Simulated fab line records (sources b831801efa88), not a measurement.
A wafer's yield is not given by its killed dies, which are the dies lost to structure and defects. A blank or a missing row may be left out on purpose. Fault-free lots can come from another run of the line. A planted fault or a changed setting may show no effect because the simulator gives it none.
What tool caused it? | flow sky130 | 12 lots with 36 wafers sampled at 4 steps, on a route of 708 steps

## WHAT THE GAUGES READ, wafer by wafer
SKY_VIA4_THK_MEAS_01. Usual: VIA4_HDPCVD_THK gives 1744 nm (standard deviation 19).
lot  | measured     | on           | VIA4_HDPCVD_THK (nm) | flag
L999 | day 42 12:28 | filmMetro-03 | 1766 1774 1756       | 
L101 | day 42 23:59 | filmMetro-02 | 1753 1747 1776       | 
L105 | day 44 00:34 | filmMetro-04 | 1738 1738 1735       | 
L109 | day 45 08:47 | filmMetro-03 | 1752 1733 1749       | 
L111 | day 45 19:07 | filmMetro-04 | 1742 1746 1743       | 
L113 | day 46 10:21 | filmMetro-03 | 1736 1735 1747       | 
L114 | day 46 14:31 | filmMetro-02 | 1744 1739 1750       | 
L116 | day 47 01:48 | filmMetro-03 | 1722 1718 1740       | 
L117 | day 47 05:57 | filmMetro-02 | 1747 1730 1742       | 
L118 | day 47 06:30 | filmMetro-03 | 1725 1757 1729       | 
L119 | day 47 13:55 | filmMetro-04 | 1724 1718 1722       | 
L120 | day 47 20:31 | filmMetro-03 | 1722 1713 1696       | 

SKY_PASSIVATION_THK_MEAS_01. Usual: PASSIVATION_CVD_00_THK gives 89.7 nm (standard deviation 1.4).
lot  | measured     | on           | PASSIVATION_CVD_00_THK (nm) | flag
L999 | day 44 12:01 | filmMetro-03 | 89.0 89.1 88.9              | 
L101 | day 44 23:08 | filmMetro-01 | 90.5 91.6 91.4              | 
L105 | day 45 22:50 | filmMetro-04 | 87.5 89.0 89.3              | 
L109 | day 47 05:56 | filmMetro-03 | 90.0 90.4 91.9              | 
L111 | day 47 14:30 | filmMetro-04 | 87.8 88.6 89.8              | 
L113 | day 48 04:55 | filmMetro-04 | 89.8 90.1 91.0              | 
L114 | day 48 09:21 | filmMetro-01 | 88.5 89.9 89.9              | 
L116 | day 48 17:23 | filmMetro-01 | 89.4 88.2 91.6              | 
L117 | day 48 22:58 | filmMetro-01 | 89.0 88.4 89.9              | 
L118 | day 49 00:24 | filmMetro-03 | 89.1 87.6 90.9              | 
L119 | day 49 06:25 | filmMetro-03 | 88.7 87.9 88.8              | 
L120 | day 49 11:41 | filmMetro-01 | 92.0 90.3 91.7              | 

## TOOL THAT RAN EACH LOT (tool first, then ch and the chambers of the sampled wafers, then the start)
lot  | SKY_METAL3_SPUTTER_02       | SKY_METAL5_SPUTTER_03
L999 | pvdSputter-04, day 37 05:32 | pvdSputter-01, day 43 12:21
L101 | pvdSputter-02, day 37 17:04 | pvdSputter-03, day 44 00:28
L105 | pvdSputter-02, day 38 18:22 | pvdSputter-03, day 45 00:36
L109 | pvdSputter-02, day 40 05:52 | pvdSputter-01, day 46 08:41
L111 | pvdSputter-04, day 40 18:28 | pvdSputter-03, day 46 16:41
L113 | pvdSputter-04, day 41 10:31 | pvdSputter-03, day 47 08:15
L114 | pvdSputter-04, day 41 15:14 | pvdSputter-03, day 47 13:13
L116 | pvdSputter-04, day 42 07:17 | pvdSputter-03, day 47 22:55
L117 | pvdSputter-02, day 42 09:31 | pvdSputter-01, day 48 03:13
L118 | pvdSputter-04, day 42 09:48 | pvdSputter-04, day 48 04:07
L119 | pvdSputter-04, day 42 19:08 | pvdSputter-04, day 48 10:51
L120 | pvdSputter-02, day 43 03:14 | pvdSputter-04, day 48 16:40
- SKY_METAL3_SPUTTER_02: material AlCu, target thk 735 nm, time 39.1 s.
- SKY_METAL5_SPUTTER_03: material Ti, target thk 5 nm, time 3.3 s.

## AS READ BY THE TOOLS THEMSELVES (means over the sampled wafers that have a number; for cases with no such wafer, the mark the record gives instead)
SKY_METAL3_SPUTTER_02. Usual: throttleValvePct 29.9 %, standard deviation 0.78.
lot  | tool          | throttleValvePct (%) | flag
L999 | pvdSputter-04 | 30.4                 | 
L101 | pvdSputter-02 | 29.5                 | 
L105 | pvdSputter-02 | 29.3                 | 
L109 | pvdSputter-02 | 29.2                 | 
L111 | pvdSputter-04 | 30.7                 | 
L113 | pvdSputter-04 | 30.8                 | 
L114 | pvdSputter-04 | 30.2                 | 
L116 | pvdSputter-04 | 30.3                 | 
L117 | pvdSputter-02 | 29.7                 | 
L118 | pvdSputter-04 | 30.3                 | 
L119 | pvdSputter-04 | 29.6                 | 
L120 | pvdSputter-02 | 29.1                 | 

SKY_METAL5_SPUTTER_03. Usual: throttleValvePct 30.5 %, standard deviation 0.96.
lot  | tool          | throttleValvePct (%) | flag
L999 | pvdSputter-01 | 30.0                 | 
L101 | pvdSputter-03 | 31.5                 | 
L105 | pvdSputter-03 | 31.0                 | 
L109 | pvdSputter-01 | 30.1                 | 
L111 | pvdSputter-03 | 31.8                 | 
L113 | pvdSputter-03 | 31.6                 | 
L114 | pvdSputter-03 | 31.2                 | 
L116 | pvdSputter-03 | 31.3                 | 
L117 | pvdSputter-01 | 29.2                 | 
L118 | pvdSputter-04 | 30.2                 | 
L119 | pvdSputter-04 | 30.3                 | 
L120 | pvdSputter-04 | 30.1                 | 

## THE ANSWER, worked out from the rows above alone
Rule: a lot is off if the mean of its wafers that have a number lies more than 3 standard deviations from the usual mean. A lot without any number at a reading at which 4 lots or more have one is off too. All remaining lots with rows at the step are treated as sound. First the gauges in route order, then the tools' own readings, where a lot's mean is used as printed above. The first step at which some lot is off is used, and at that step the reading that is off furthest; a lot without a number counts as furthest.
No lot is off at any reading shown: from this, nothing can be told.

## WHAT HAD BEEN PUT IN BY THE SIMULATOR
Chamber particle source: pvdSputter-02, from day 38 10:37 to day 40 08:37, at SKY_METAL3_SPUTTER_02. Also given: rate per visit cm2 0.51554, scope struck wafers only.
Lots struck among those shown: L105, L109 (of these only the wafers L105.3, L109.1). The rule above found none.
